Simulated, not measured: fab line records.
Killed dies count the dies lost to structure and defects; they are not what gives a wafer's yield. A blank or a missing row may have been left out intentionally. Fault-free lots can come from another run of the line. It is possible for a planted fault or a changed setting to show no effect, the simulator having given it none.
A sampling plan put to the test	flow sfq line	one fab line, 24 faults that these records tell of, each judged on the records of the lots that it struck
Plan = the line's own looks (route steps where a gauge or an inspection reads the wafer without altering it). Where struck wafers have a number at a look and the file lists that look's usual mean and standard deviation on fault-free wafers, the look can be judged. Caught: a look later than the fault's first step finds the struck wafers' mean 4 or more of those standard deviations (sigma) from the usual mean. On the tool: the test repeated on the tool's own readings taken at the fault's steps. If the struck wafers alone have a blank record, or they carry another recipe, that too counts as caught.

## THE FAULTS, as the simulator had put them in
1. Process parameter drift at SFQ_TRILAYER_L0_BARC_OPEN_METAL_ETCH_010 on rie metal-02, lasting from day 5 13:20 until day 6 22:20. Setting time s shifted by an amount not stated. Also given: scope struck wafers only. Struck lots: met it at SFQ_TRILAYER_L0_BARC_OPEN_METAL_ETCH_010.
2. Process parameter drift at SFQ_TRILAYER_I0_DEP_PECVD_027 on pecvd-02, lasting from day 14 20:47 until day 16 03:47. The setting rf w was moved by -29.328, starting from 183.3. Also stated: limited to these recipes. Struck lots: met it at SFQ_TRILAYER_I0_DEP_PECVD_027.
3. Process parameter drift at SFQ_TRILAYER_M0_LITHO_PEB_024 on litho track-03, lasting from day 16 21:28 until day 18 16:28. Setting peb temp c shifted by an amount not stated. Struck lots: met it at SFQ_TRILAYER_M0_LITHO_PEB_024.
4. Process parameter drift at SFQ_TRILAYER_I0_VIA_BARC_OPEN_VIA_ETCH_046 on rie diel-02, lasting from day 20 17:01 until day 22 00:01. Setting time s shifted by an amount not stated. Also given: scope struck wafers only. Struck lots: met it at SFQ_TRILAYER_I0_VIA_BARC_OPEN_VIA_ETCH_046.
5. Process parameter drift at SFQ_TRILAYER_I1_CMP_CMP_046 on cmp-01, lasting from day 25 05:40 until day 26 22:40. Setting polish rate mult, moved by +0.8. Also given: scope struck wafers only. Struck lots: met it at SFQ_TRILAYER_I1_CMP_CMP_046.
6. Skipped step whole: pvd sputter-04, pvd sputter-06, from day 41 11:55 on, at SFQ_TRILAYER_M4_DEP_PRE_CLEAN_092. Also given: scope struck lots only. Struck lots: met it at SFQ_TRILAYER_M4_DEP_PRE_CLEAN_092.
7. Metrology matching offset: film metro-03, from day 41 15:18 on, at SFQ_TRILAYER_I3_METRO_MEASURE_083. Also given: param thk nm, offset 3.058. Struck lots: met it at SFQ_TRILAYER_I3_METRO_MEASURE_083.
8. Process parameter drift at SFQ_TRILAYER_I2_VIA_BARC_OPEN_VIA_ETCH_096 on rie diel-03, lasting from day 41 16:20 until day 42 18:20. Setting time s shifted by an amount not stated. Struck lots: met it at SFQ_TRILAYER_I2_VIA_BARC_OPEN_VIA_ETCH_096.
9. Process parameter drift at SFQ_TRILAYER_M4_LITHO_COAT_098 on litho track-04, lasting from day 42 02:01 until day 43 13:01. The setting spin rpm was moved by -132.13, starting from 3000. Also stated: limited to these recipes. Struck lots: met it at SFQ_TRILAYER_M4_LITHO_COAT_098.
10. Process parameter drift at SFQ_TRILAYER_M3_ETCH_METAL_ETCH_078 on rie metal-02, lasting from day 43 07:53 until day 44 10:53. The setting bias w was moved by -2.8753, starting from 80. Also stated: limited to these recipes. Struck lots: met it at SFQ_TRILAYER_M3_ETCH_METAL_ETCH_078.
11. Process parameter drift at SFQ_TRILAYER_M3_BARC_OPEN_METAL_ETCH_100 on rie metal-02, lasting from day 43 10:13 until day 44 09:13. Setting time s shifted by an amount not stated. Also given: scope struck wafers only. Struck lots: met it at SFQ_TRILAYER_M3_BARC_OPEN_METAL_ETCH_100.
12. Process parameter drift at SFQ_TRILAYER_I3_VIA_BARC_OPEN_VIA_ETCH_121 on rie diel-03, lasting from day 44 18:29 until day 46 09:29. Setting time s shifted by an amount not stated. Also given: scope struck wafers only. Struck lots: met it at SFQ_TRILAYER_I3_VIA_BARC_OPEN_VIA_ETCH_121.
13. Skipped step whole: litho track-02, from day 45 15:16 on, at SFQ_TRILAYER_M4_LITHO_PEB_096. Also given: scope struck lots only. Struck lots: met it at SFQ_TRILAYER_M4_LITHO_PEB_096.
14. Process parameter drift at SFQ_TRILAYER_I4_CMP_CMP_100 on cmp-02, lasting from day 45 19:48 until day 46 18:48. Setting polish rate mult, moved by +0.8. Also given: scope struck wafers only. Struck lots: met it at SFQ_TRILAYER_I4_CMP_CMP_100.
15. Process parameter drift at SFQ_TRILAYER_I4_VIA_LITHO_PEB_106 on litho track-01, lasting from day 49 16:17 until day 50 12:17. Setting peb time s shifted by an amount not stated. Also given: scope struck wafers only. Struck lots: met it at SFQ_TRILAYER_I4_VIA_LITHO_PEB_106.
16. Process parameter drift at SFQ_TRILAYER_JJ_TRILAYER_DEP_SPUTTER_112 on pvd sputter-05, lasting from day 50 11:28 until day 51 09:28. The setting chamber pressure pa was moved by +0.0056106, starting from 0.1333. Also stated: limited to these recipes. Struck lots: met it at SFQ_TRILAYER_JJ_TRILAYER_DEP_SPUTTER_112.
17. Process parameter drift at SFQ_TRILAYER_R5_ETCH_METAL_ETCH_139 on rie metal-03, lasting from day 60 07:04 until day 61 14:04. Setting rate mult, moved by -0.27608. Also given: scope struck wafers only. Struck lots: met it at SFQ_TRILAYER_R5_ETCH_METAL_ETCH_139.
18. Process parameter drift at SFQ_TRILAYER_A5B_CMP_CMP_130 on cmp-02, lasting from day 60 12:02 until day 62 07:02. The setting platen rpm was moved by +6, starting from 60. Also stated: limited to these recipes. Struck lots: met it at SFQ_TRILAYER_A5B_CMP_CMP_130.
19. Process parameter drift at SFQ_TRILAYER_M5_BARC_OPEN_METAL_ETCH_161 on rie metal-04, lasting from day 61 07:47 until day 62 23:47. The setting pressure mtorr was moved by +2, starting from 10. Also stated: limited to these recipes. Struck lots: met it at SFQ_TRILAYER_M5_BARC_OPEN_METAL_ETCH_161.
20. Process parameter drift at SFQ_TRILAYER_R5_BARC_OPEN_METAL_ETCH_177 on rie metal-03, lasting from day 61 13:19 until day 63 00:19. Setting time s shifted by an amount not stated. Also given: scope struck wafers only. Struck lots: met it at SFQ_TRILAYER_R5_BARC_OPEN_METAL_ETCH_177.
21. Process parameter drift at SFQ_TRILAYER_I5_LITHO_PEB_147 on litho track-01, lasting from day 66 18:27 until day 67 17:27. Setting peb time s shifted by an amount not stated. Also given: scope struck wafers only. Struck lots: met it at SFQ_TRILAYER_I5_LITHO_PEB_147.
22. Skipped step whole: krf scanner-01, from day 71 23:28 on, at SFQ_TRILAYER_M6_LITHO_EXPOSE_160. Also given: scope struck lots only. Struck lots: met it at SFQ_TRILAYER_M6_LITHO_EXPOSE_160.
23. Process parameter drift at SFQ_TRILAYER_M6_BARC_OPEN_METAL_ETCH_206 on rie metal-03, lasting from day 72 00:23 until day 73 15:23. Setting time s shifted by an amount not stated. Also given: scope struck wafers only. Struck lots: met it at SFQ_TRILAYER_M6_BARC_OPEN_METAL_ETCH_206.
24. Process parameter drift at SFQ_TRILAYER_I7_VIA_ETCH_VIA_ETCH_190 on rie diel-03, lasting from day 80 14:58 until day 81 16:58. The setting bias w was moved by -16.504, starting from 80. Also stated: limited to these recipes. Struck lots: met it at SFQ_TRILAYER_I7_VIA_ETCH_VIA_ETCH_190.

## WHAT THE PLAN SAW
fault	on the tool itself	first look that catches it	reading, sigma	median hours from its first step to that look	hours from the fault's start to the first struck lot there	judged looks passed uncaught
1	run length s +5.9 sigma	no look after it can be judged	-	-	-	0
2	rf fwd power W -47 sigma	not the one look that can be judged after it	-	-	-	1
3	heater power total W -57 sigma	none of the 2 looks that can be judged after it	-	-	-	2
4	oes product au +10 sigma	no look after it can be judged	-	-	-	0
5	time to endpoint s -12 sigma	no look after it can be judged	-	-	-	0
6	the tool's record is blank for the struck wafers	no look after it can be judged	-	-	-	0
7	only faintly: thk nm +2.9 sigma	no look after it can be judged	-	-	-	0
8	oes product au +34 sigma	no look after it can be judged	-	-	-	0
9	spin speed rpm -77 sigma	no look after it can be judged	-	-	-	0
10	bias w -11 sigma	no look after it can be judged	-	-	-	0
11	oes product au -7.0 sigma	no look after it can be judged	-	-	-	0
12	run length s +5.2 sigma	no look after it can be judged	-	-	-	0
13	the tool's record is blank for the struck wafers	no look after it can be judged	-	-	-	0
14	time to endpoint s -10 sigma	not the one look that can be judged after it	-	-	-	1
15	heater power total W +99 or beyond sigma	no look after it can be judged	-	-	-	0
16	chamber pressure pa +21 sigma	no look after it can be judged	-	-	-	0
17	oes product au -29 sigma	no look after it can be judged	-	-	-	0
18	platen rpm +99 or beyond sigma	no look after it can be judged	-	-	-	0
19	chamber pressure mTorr +99 or beyond sigma	no look after it can be judged	-	-	-	0
20	run length s +19 sigma	not the one look that can be judged after it	-	-	-	1
21	heater power total W +24 sigma	no look after it can be judged	-	-	-	0
22	no reading that can be judged	no look after it can be judged	-	-	-	0
23	oes product au +36 sigma	none of the 3 looks that can be judged after it	-	-	-	3
24	bias w -72 sigma	no look after it can be judged	-	-	-	0
A dash: the fault is not caught, or the number is missing from these records.

Caught at a look: 0 of 24. Caught on the tool: 22 of 24. By one or the other: 22 of 24.
Caught on the tool alone: faults 1, 2, 3, 4, 5, 6, 8, 9, 10, 11, 12, 13, 14, 15, 16, 17, 18, 19, 20, 21, 23, 24.
Caught by neither: faults 7, 22.
